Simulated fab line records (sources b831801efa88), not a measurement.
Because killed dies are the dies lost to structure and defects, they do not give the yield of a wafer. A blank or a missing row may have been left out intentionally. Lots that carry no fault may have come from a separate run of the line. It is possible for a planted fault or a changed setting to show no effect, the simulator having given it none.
Chamber matching | flow sky130 | SKY_METAL4_ETCH_17 on rie diel-04: 4 sister chambers
The step etches SiO2 in C4F8/O2/Ar, stops on TiN, time 3.9 s, target depth 15 nm. 14 wafers are shown with their chamber, then 7 later ones without.

== WAFERS PAIRED WITH THEIR CHAMBERS ==
wafer  | chamber | oes product au (a.u.)
L078.1 | 2       | 0.753
L078.2 | 3       | 0.756
L078.3 | 0       | 0.748
L078.4 | 1       | 0.752
L078.5 | 0       | 0.758
L078.6 | 1       | 0.756
L080.1 | 0       | 0.737
L080.2 | 1       | 0.764
L080.6 | 0       | 0.761
L082.4 | 0       | 0.770
L082.5 | 3       | 0.769
L082.6 | 0       | 0.754
L085.2 | 2       | 0.746
L085.3 | 1       | 0.751

SIGNATURES, as means of the wafers listed above
reading        | chamber 0 | chamber 1 | chamber 2 | chamber 3 | scatter within a chamber
oes product au | 0.75467   | 0.75575   | 0.74950   | 0.76250   | 0.00926
Rule: a wafer lies at a distance from a chamber equal to the root of the sum of squares, over the readings, of (its reading less the chamber's mean, divided by the reading's scatter). The wafer belongs to the nearest chamber; if the next one is less than 2 further off, it can't be placed. The scatter: the root of (the sum of the squares of (reading less its chamber's mean) over the shown wafers, divided by (wafers less chambers)).

== WAFERS MISSING THEIR CHAMBER ==
wafer  | oes product au (a.u.)
L085.5 | 0.756
L086.1 | 0.759
L086.2 | 0.751
L086.5 | 0.749
L095.2 | 0.758
L095.3 | 0.748
L095.4 | 0.767

== WHICH CHAMBER EACH ONE RAN IN ==
wafer  | from the rows above               | in truth
L085.5 | can't be placed: 1 or 0 or 2 or 3 | 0
L086.1 | can't be placed: 1 or 3 or 0 or 2 | 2
L086.2 | can't be placed: 2 or 0 or 1 or 3 | 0
L086.5 | can't be placed: 2 or 0 or 1 or 3 | 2
L095.2 | can't be placed: 1 or 0 or 3 or 2 | 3
L095.3 | can't be placed: 2 or 0 or 1 or 3 | 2
L095.4 | can't be placed: 3 or 1 or 0 or 2 | 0
Placed correctly: 0 of 7. From these rows, 7 cannot be placed; in 7 the true chamber is one of the candidates. Number placed wrongly: 0.
